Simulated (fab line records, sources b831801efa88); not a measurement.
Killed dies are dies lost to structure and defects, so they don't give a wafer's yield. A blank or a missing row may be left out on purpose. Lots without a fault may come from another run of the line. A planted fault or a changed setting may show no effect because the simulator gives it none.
fab line records | flow sfq_line
record lots=6 wafers=16 last_day=94
route steps=325 shown I4@168 JJ@178
lots that met no fault: from a run of the same line without faults
start_h: hours from the record's first day to the start of the lot's first wafer shown | wait_h: hours since the lot's step before | " the same as in the row above | L1.1+2: a row that stands for several wafers | - no value, or no start given | * or withheld: withheld | < > ~ a bound
route shown NAME@n: a module of which the file shows steps, and the number in the route of the first | usual: mean/standard deviation of fault-free wafers | same: alike in all rows | chamber/n: place in a boat | sites: the reading at each site | _std_site: their standard deviation | _edge_site: outer sites' mean less inner sites' | radius_mm: how far each site lies from the wafer's centre | mask NAME#n: copy n | behind: the tool/chamber that last shaped the wafer | hold: why the lot was held/for how many hours/how that ended | device: the transistor (n, p or np) that didn't switch | end of line: the same wafers' tests at the end of the route | a step without rows: its recipe alone | killed: dies lost to structure and defects at the first sort, not the wafer's yield | map: a wafer's dies, x killed, . not, _ none there
set.NAME: the setting as run; set.NAME@STEP: as run at that earlier step | model.NAME: the simulator's own value behind a step, which no gauge read
lots at some steps of the route; a table a step, a row a wafer
services: from which hour (start_h, from the record's first day; less than 0 if before it) a tool's chamber was out of use, for how many hours, and why
## steps
# step SFQ_TRILAYER_I4_VIA_LITHO_COAT_103
# recipe resist=KrF spin_rpm=3000 resist_thk_nm=650
# step SFQ_TRILAYER_I4_VIA_LITHO_SOFTBAKE_107
# recipe temp_c=withheld time_s=withheld resist=KrF
# step SFQ_TRILAYER_I4_VIA_LITHO_EXPOSE_104
# recipe mask_id=I4 na=0.6 source_shape=conventional sigma_outer=0.65 target_cd_nm=700 dose_mj=21.3
# step SFQ_TRILAYER_I4_VIA_LITHO_PEB_106
# recipe peb_temp_c=115 peb_time_s=60 resist=KrF
# step SFQ_TRILAYER_I4_VIA_LITHO_DEVELOP_105
# recipe time_s=60 resist=KrF
# step SFQ_I4_OVL_MEAS_928
# usual I4_OVL=4/4.9
# columns lot.wafer tool chamber start_h wait_h I4_OVL[nm]
L417.2 overlay-02 - 1125.40 0.1 10
L417.3 " - " " 13
L417.4 " - " " 7
L425.2 overlay-02 - 1235.30 0.1 7
L425.3 " - " " 7
L425.5 " - " " 6
L426.1 overlay-01 - 1242.27 0.1 5
L426.3 " - " " 3
L426.4 " - " " -1
L433.3 overlay-01 - 1297.83 0.1 4
L433.5 " - " " 2
L434.1 overlay-02 - 1302.17 0.1 2
L434.3 " - " " -4
L439.4 overlay-02 - 1308.18 0.1 7
L439.5 " - " " 13
L439.6 " - " " 11
# step SFQ_TRILAYER_I4_VIA_BARC_OPEN_VIA_ETCH_146
# recipe mask_material=PR chemistry=O2 target_depth_nm=125 target=BARC source_w=500 bias_w=80 pressure_mtorr=30 time_s=41.7
# usual drypump_motor_current_A=5.8/0.37 oes_product_au=0.685/0.0043
# columns lot.wafer tool chamber start_h wait_h drypump_motor_current_A oes_product_au rf_hours_counter_h
L417.2 rie_diel-02 0 1125.43 0.0 5.6 0.682 12
L417.3 " 1 " " 6.1 0.684 6
L417.4 " 2 " " 5.8 0.683 14
L425.2 rie_diel-02 0 1235.33 0.0 5.6 0.687 14
L425.3 " 2 " " 5.9 0.681 17
L425.5 " 1 " " 6.1 0.679 -
L426.1 rie_diel-03 2 1242.31 0.0 5.7 0.688 13
L426.3 " 0 " " 6.2 0.687 8
L426.4 " 3 " " 5.0 0.678 6
L433.3 rie_diel-04 0 1297.85 0.0 5.0 0.682 4
L433.5 " 2 " " 5.5 0.678 -
L434.1 rie_diel-04 1 1302.20 0.0 5.6 0.685 6
L434.3 " 0 " " 5.0 0.692 4
L439.4 rie_diel-02 2 1308.22 0.0 5.9 0.685 -
L439.5 " 1 " " 6.1 0.686 -
L439.6 " 3 " " 5.9 0.691 -
# step SFQ_TRILAYER_I4_VIA_ETCH_VIA_ETCH_106
# recipe target=SiO2 stop_on=Nb mask_material=PR taper_deg=20 chemistry=CHF3 target_depth_nm=260 source_w=500 bias_w=80 pressure_mtorr=30 time_s=withheld
# usual drypump_motor_current_A=5.8/0.37 oes_product_au=0.853/0.0053
# columns lot.wafer tool chamber start_h wait_h drypump_motor_current_A oes_product_au
L417.2 rie_diel-02 0 1125.47 0.0 5.5 0.847
L417.3 " 1 " " 6.1 0.863
L417.4 " 2 " " 5.8 0.854
L425.2 rie_diel-02 0 1235.37 0.0 5.6 0.857
L425.3 " 2 " " 5.8 0.843
L425.5 " 1 " " 6.1 0.847
L426.1 rie_diel-03 2 1242.35 0.0 5.7 0.854
L426.3 " 0 " " 6.2 0.850
L426.4 " 3 " " 5.0 0.850
L433.3 rie_diel-04 0 1297.89 0.0 5.0 0.852
L433.5 " 2 " " 5.5 0.851
L434.1 rie_diel-04 1 1302.24 0.0 5.6 0.847
L434.3 " 0 " " 5.0 0.858
L439.4 rie_diel-02 2 1308.30 0.1 5.9 0.857
L439.5 " 1 " " 6.1 0.858
L439.6 " 3 " " 5.9 0.850
# step SFQ_TRILAYER_I4_VIA_STRIP_STRIP_107
# recipe gas=O2 power_w=200 platen_temp_c=40 overash_fraction=0.65 chemistry=O2 pressure_mtorr=50
# usual drypump_motor_current_A=5.7/0.63 oes_product_au=1.000/0.012
# columns lot.wafer tool chamber start_h wait_h drypump_motor_current_A oes_product_au rf_hours_counter_h
L417.2 rie_metal-03 1 1125.58 - 6.5 1.014 29
L417.3 " 1 " " 6.5 1.014 -
L417.4 " 0 " " 5.1 0.988 -
L425.2 rie_metal-02 0 1235.48 - 6.3 1.003 21
L425.3 " 0 " " 6.3 0.996 -
L425.5 " 1 " " 5.9 1.018 -
L426.1 rie_metal-03 0 1242.46 - 5.1 0.984 21
L426.3 " 1 " " 6.5 1.003 -
L426.4 " 0 " " 5.1 0.985 -
L433.3 rie_metal-03 0 1298.27 - 5.1 0.982 -
L433.5 " 1 " " 6.5 1.003 -
L434.1 rie_metal-02 1 1302.35 - 5.8 1.030 42
L434.3 " 0 " " 6.3 0.986 -
L439.4 rie_metal-03 1 1308.62 - 6.5 1.007 -
L439.5 " 0 " " 5.0 0.982 -
L439.6 " 1 " " 6.6 1.014 -
# step SFQ_TRILAYER_I4_VIA_STRIP_SOLV_CLEAN_108
# recipe chemistry=NMP temp_c=70 time_s=600
# step SFQ_TRILAYER_JJ_TRILAYER_DEP_PRE_CLEAN_113
# recipe gas=Ar time_s=22.5 bias_v=250
# step SFQ_TRILAYER_JJ_TRILAYER_DEP_SPUTTER_109
# recipe material=Nb base_pressure_pa=1.33e-06 chamber_pressure_pa=0.1333 substrate_temp_c=20 target_thk_nm=150 power_w=2000 time_s=100
# usual throttle_valve_pct=30.0/0.75
# columns lot.wafer tool chamber start_h wait_h throttle_valve_pct
L417.2 pvd_sputter-04 - 1126.39 0.0 29.6
L417.3 " - " " 29.2
L417.4 " - " " 29.9
L425.2 pvd_sputter-06 - 1236.49 0.0 29.8
L425.3 " - " " 30.3
L425.5 " - " " 30.1
L426.1 pvd_sputter-03 - 1243.44 0.0 30.9
L426.3 " - " " 29.2
L426.4 " - " " 31.8
L433.3 pvd_sputter-04 - 1299.01 0.0 30.0
L433.5 " - " " 29.1
L434.1 pvd_sputter-04 - 1303.16 0.0 30.0
L434.3 " - " " 29.5
L439.4 pvd_sputter-03 - 1309.37 0.0 30.7
L439.5 " - " " 29.8
L439.6 " - " " 28.9
# step SFQ_TRILAYER_JJ_TRILAYER_DEP_SPUTTER_110
# recipe material=Al base_pressure_pa=1.33e-06 target_thk_nm=8 power_w=500 time_s=10 chamber_pressure_pa=0.4
# usual throttle_valve_pct=30.0/0.74
# columns lot.wafer tool chamber start_h wait_h throttle_valve_pct model.Al_of_TRILAYER_JJ_TRILAYER_DEP_SPUTTER_110.thk_nm
L417.2 pvd_sputter-04 - 1126.46 0.0 30.0 8.03
L417.3 " - " " 28.9 7.943
L417.4 " - " " 29.9 8.206
L425.2 pvd_sputter-06 - 1236.56 0.0 29.4 8.023
L425.3 " - " " 30.5 7.863
L425.5 " - " " 30.1 7.902
L426.1 pvd_sputter-03 - 1243.51 0.0 30.6 7.91
L426.3 " - " " 29.3 7.964
L426.4 " - " " 31.5 8.067
L433.3 pvd_sputter-04 - 1299.08 0.0 30.1 11.49
L433.5 " - " " 29.1 7.962
L434.1 pvd_sputter-04 - 1303.23 0.0 29.8 7.993
L434.3 " - " " 29.6 11.58
L439.4 pvd_sputter-03 - 1309.45 0.0 30.6 7.822
L439.5 " - " " 30.2 7.77
L439.6 " - " " 29.1 7.943
# step SFQ_TRILAYER_JJ_TRILAYER_DEP_AL_OXIDATION_111
# recipe pressure_mbar=0.014667 oxidation_time_s=600 temperature_k=293
## services
# columns tool chamber start_h hours kind
pvd_sputter-06 1 1104.59 - consumable_replace:kit
rie_diel-03 1 1105.31 1.3 repair
rie_diel-02 - 1109.30 15.6 pm
rie_metal-02 0 1115.24 20.2 repair
pvd_sputter-03 - 1123.76 13.0 repair
rie_diel-02 - 1130.95 1.0 repair
rie_diel-04 3 1168.19 13.5 repair
pvd_sputter-04 - 1187.69 0.5 repair
pvd_sputter-03 3 1188.28 - consumable_replace:kit
pvd_sputter-03 3 1188.28 18.0 scheduled_down
pvd_sputter-03 3 1188.28 18.0 vent_cycle
pvd_sputter-06 - 1196.68 11.7 repair
rie_diel-03 3 1208.30 21.4 repair
rie_diel-03 0 1218.24 8.2 repair
rie_diel-04 - 1218.44 14.6 pm
rie_metal-03 - 1225.46 0.5 repair
rie_metal-02 - 1239.18 1.7 repair
rie_metal-03 - 1245.04 0.3 repair
pvd_sputter-04 - 1257.95 1.5 repair
pvd_sputter-06 - 1269.18 9.3 repair
rie_diel-03 1 1270.92 4.8 repair
rie_metal-03 0 1274.25 9.2 repair
rie_diel-02 0 1277.41 40.2 repair
rie_metal-02 0 1280.82 11.2 repair
## key
first_sign none at tools or gauges
model_effect step=SFQ_TRILAYER_JJ_TRILAYER_DEP_SPUTTER_110 value=Al_of_TRILAYER_JJ_TRILAYER_DEP_SPUTTER_110.thk_nm without=8.048 struck=11.54
met_at SFQ_TRILAYER_JJ_TRILAYER_DEP_SPUTTER_110
struck_wafers L433.3,L434.3
onset_between 1126.46 1299.08
fault kind=process_parameter_drift tool=pvd_sputter-04 chamber=- onset_h=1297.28 steps=SFQ_TRILAYER_JJ_TRILAYER_DEP_SPUTTER_110 channel=target_thk_nm offset=3.487 shape=step end_h=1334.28 scope=struck_wafers_only acts_in=these_recipes_only stated=8
